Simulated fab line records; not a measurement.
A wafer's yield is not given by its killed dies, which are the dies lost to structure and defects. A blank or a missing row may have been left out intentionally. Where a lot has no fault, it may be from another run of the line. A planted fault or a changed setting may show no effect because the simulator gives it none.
Which tool did it? ; flow sky130 ; 6 lots with 16 wafers sampled at 2 steps, on a route of 708 steps

WHAT EACH GAUGE READ, for each wafer
SKY_LDD_HVN_TW_MEAS_10.
lot;measured;on;LDD_HVN_TW
L970;day 21 12:56;film_metro-04;1436 1430 1433
L974;day 23 16:32;film_metro-03;1453 1444 1453
L979;day 24 10:31;film_metro-02;1421 1427 1427
L984;day 26 09:02;film_metro-03;1484
L988;day 27 14:02;film_metro-04;1438 1440 1445
L991;day 28 14:10;film_metro-04;1452 1457 1452

EACH LOT AND THE TOOL THAT RAN IT (in order: tool; ch and the chambers of the sampled wafers; start)
lot;SKY_LDD_HVN_IMPLANT_08
L970;implanter-01 ch 0, day 21 12:44
L974;implanter-04 ch 0, day 23 16:17
L979;implanter-01 ch 0, day 24 10:16
L984;implanter-01 ch 0, day 26 08:51
L988;implanter-03 ch 0, day 27 13:50
L991;implanter-04 ch 0, day 28 13:56
- SKY_LDD_HVN_IMPLANT_08

THE ANSWER, worked out from the rows above alone
Rule: the lots themselves supply what counts as usual. Put in order of their means at a reading, lots are off if they are a third of the lots or fewer, leave a main group of 4 or more, and stand apart from it by a gap of 3 or more times the standard deviation of the main group's means; of several such gaps the widest counts. A main group is skipped when, at the precision printed for the reading in the tables above, its means are all equal. A lot without any number at a reading at which 4 lots or more have one is off too. Any other lot the step has rows for is counted as sound.
No lot is off on any of the readings shown, so nothing can be concluded from this.

WHAT THE SIMULATOR PUT IN
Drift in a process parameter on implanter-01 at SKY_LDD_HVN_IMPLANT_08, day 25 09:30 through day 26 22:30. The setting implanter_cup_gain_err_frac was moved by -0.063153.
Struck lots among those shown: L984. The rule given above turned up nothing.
